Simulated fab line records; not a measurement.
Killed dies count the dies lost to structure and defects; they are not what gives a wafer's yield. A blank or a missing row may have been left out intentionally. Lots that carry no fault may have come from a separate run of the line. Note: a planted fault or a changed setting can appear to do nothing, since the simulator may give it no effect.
Which tool is to blame? / flow sky130 / Sampling: 12 lots, 35 wafers, 5 of 708 route steps

## WHAT THE GAUGES READ, wafer by wafer
SKY_LI_CONTACT_OVL_MEAS_13.
lot=L366; measured=day 29 03:36; on=overlay-02; LI_CONTACT_OVL (nm)=-6 1 2
lot=L369; measured=day 30 03:28; on=overlay-01; LI_CONTACT_OVL (nm)=6 3 -2
lot=L370; measured=day 30 14:22; on=overlay-01; LI_CONTACT_OVL (nm)=-7 -3 -4
lot=L372; measured=day 31 08:40; on=overlay-02; LI_CONTACT_OVL (nm)=7 -2 2
lot=L373; measured=day 31 17:39; on=overlay-02; LI_CONTACT_OVL (nm)=-5 -5 -6
lot=L375; measured=day 32 06:43; on=overlay-02; LI_CONTACT_OVL (nm)=-6 -9 -8
lot=L376; measured=day 32 13:19; on=overlay-01; LI_CONTACT_OVL (nm)=-4 -6 -1
lot=L379; measured=day 33 22:47; on=overlay-01; LI_CONTACT_OVL (nm)=8 9 0
lot=L382; measured=day 34 11:27; on=overlay-01; LI_CONTACT_OVL (nm)=-6 1 -6
lot=L383; measured=day 34 21:55; on=overlay-01; LI_CONTACT_OVL (nm)=-4 -10
lot=L388; measured=day 36 11:11; on=overlay-01; LI_CONTACT_OVL (nm)=-4 -1 -17
lot=L389; measured=day 36 22:07; on=overlay-02; LI_CONTACT_OVL (nm)=1 0 -5

SKY_CONTACT_BOW_MEAS_05.
lot=L366; measured=day 30 11:19; on=film-metro-01; CONTACT_BOW (um)=77 82 69
lot=L369; measured=day 31 10:49; on=film-metro-02; CONTACT_BOW (um)=80 77 71
lot=L370; measured=day 31 21:07; on=film-metro-04; CONTACT_BOW (um)=82 83 68
lot=L372; measured=day 32 15:10; on=film-metro-01; CONTACT_BOW (um)=91 92 74
lot=L373; measured=day 32 23:28; on=film-metro-04; CONTACT_BOW (um)=78 75 80
lot=L375; measured=day 33 11:23; on=film-metro-01; CONTACT_BOW (um)=97 89 97
lot=L376; measured=day 33 18:49; on=film-metro-02; CONTACT_BOW (um)=71 83 66
lot=L379; measured=day 35 03:37; on=film-metro-04; CONTACT_BOW (um)=73 79 69
lot=L382; measured=day 35 16:31; on=film-metro-01; CONTACT_BOW (um)=85 87 82
lot=L383; measured=day 36 02:50; on=film-metro-01; CONTACT_BOW (um)=91 90
lot=L388; measured=day 37 15:49; on=film-metro-01; CONTACT_BOW (um)=82 77 65
lot=L389; measured=day 38 02:52; on=film-metro-01; CONTACT_BOW (um)=90 89 78

SKY_CONTACT_RS_MEAS_25: a four-point-probe measurement.
lot=L366; measured=day 31 16:35; on=film-metro-04; CONTACT_W_RS (ohm/sq)=0.337 0.340 0.326
lot=L369; measured=day 32 15:34; on=film-metro-02; CONTACT_W_RS (ohm/sq)=0.342 0.329 0.340
lot=L370; measured=day 33 02:02; on=film-metro-04; CONTACT_W_RS (ohm/sq)=0.332 0.344 0.326
lot=L372; measured=day 33 18:54; on=film-metro-01; CONTACT_W_RS (ohm/sq)=0.323 0.338 0.324
lot=L373; measured=day 34 02:41; on=film-metro-02; CONTACT_W_RS (ohm/sq)=0.326 0.339 0.326
lot=L375; measured=day 34 14:47; on=film-metro-04; CONTACT_W_RS (ohm/sq)=0.331 0.339 0.328
lot=L376; measured=day 34 22:29; on=film-metro-02; CONTACT_W_RS (ohm/sq)=0.335 0.333 0.331
lot=L379; measured=day 36 06:01; on=film-metro-02; CONTACT_W_RS (ohm/sq)=0.334 0.333 0.336
lot=L382; measured=day 36 19:38; on=film-metro-04; CONTACT_W_RS (ohm/sq)=0.398 0.320 0.331
lot=L383; measured=day 37 06:05; on=film-metro-01; CONTACT_W_RS (ohm/sq)=0.415 0.339
lot=L388; measured=day 38 18:29; on=film-metro-02; CONTACT_W_RS (ohm/sq)=0.335 0.335 0.332
lot=L389; measured=day 39 05:21; on=film-metro-02; CONTACT_W_RS (ohm/sq)=0.338 0.335 0.332

SKY_CONTACT_THK_MEAS_26: measures by xrf.
lot=L366; measured=day 31 16:43; on=film-metro-04; CONTACT_W_THK (nm)=345 343 357
lot=L369; measured=day 32 15:41; on=film-metro-02; CONTACT_W_THK (nm)=343 357 344
lot=L370; measured=day 33 02:09; on=film-metro-04; CONTACT_W_THK (nm)=354 337 359
lot=L372; measured=day 33 19:01; on=film-metro-01; CONTACT_W_THK (nm)=364 348 365
lot=L373; measured=day 34 02:49; on=film-metro-02; CONTACT_W_THK (nm)=363 345 362
lot=L375; measured=day 34 14:55; on=film-metro-04; CONTACT_W_THK (nm)=353 341 356
lot=L376; measured=day 34 22:37; on=film-metro-02; CONTACT_W_THK (nm)=352 356 355
lot=L379; measured=day 36 06:07; on=film-metro-02; CONTACT_W_THK (nm)=350 354 349
lot=L382; measured=day 36 19:45; on=film-metro-04; CONTACT_W_THK (nm)=293 364 350
lot=L383; measured=day 37 06:13; on=film-metro-01; CONTACT_W_THK (nm)=281 343
lot=L388; measured=day 38 18:36; on=film-metro-02; CONTACT_W_THK (nm)=353 350 356
lot=L389; measured=day 39 05:28; on=film-metro-02; CONTACT_W_THK (nm)=348 348 351

## WHAT TOOL EACH LOT RAN ON (gives the tool, then ch and the chambers of the sampled wafers, and finally the start)
lot=L366; SKY_CONTACT_CVD_24=cvd-w-01 ch 0,1, day 31 16:29
lot=L369; SKY_CONTACT_CVD_24=cvd-w-01 ch 0,1, day 32 15:27
lot=L370; SKY_CONTACT_CVD_24=cvd-w-01 ch 0,1, day 33 01:55
lot=L372; SKY_CONTACT_CVD_24=cvd-w-01 ch 0,1, day 33 18:47
lot=L373; SKY_CONTACT_CVD_24=cvd-w-01 ch 0,1, day 34 02:35
lot=L375; SKY_CONTACT_CVD_24=cvd-w-01 ch 0,1, day 34 14:41
lot=L376; SKY_CONTACT_CVD_24=cvd-w-02 ch 0,1, day 34 22:23
lot=L379; SKY_CONTACT_CVD_24=cvd-w-02 ch 0,1, day 36 05:53
lot=L382; SKY_CONTACT_CVD_24=cvd-w-01 ch 0,1, day 36 19:31
lot=L383; SKY_CONTACT_CVD_24=cvd-w-01 ch 1, day 37 05:59
lot=L388; SKY_CONTACT_CVD_24=cvd-w-02 ch 0,1, day 38 18:22
lot=L389; SKY_CONTACT_CVD_24=cvd-w-02 ch 0,1, day 39 05:14
- SKY_CONTACT_CVD_24: deposits W, target thk 340 nm, time 102.12 s.

## WHAT THE TOOLS THEMSELVES READ (means of the sampled wafers that have a number; where no wafer has one, the mark that the record gives instead)
SKY_CONTACT_CVD_24.
lot=L366; tool=cvd-w-01; heater-power-w (W)=881
lot=L369; tool=cvd-w-01; heater-power-w (W)=909
lot=L370; tool=cvd-w-01; heater-power-w (W)=848
lot=L372; tool=cvd-w-01; heater-power-w (W)=846
lot=L373; tool=cvd-w-01; heater-power-w (W)=843
lot=L375; tool=cvd-w-01; heater-power-w (W)=853
lot=L376; tool=cvd-w-02; heater-power-w (W)=782
lot=L379; tool=cvd-w-02; heater-power-w (W)=778
lot=L382; tool=cvd-w-01; heater-power-w (W)=903
lot=L383; tool=cvd-w-01; heater-power-w (W)=934
lot=L388; tool=cvd-w-02; heater-power-w (W)=802
lot=L389; tool=cvd-w-02; heater-power-w (W)=785

## THE ANSWER, worked out from the rows above alone
Rule: the usual values come from the lots themselves. The widest of any qualifying gaps counts: lots, ordered by their means at a reading, are off when they make up no more than a third of the lots, leave a main group of 4 or more, and stand apart from it by 3 or more times the standard deviation of that group's means. Not used: any main group whose means are identical at the precision the tables above print for the reading. A lot without any number at a reading at which 4 lots or more have one is off too. All remaining lots with rows at the step are treated as sound. The gauges are gone through in route order, then the tools' own readings, and for those a lot's mean is taken as printed above. At the first step where some lot is off, the reading lying furthest off is the one used; lots without a number count as furthest.
Off: L382, L383, at SKY_CONTACT_RS_MEAS_25 (CONTACT_W_RS). Main group: mean 0.333 ohm/sq, sd 0.0023.
A tool fits if, at a process step before that reading, it ran every lot that is off, and no sound lot after the first of them. The gauges at SKY_CONTACT_RS_MEAS_25 are tried like those tools. One fits: SKY_CONTACT_CVD_24 on cvd-w-01. Its last sound lot is L375 (day 34 14:41), its first lot that is off L382 (day 36 19:31): a fault that began between those two fits.

## WHAT THE SIMULATOR HAD INSERTED
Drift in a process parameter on cvd-w-01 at SKY_CONTACT_CVD_24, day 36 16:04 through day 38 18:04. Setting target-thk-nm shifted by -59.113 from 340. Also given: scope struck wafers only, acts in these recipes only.
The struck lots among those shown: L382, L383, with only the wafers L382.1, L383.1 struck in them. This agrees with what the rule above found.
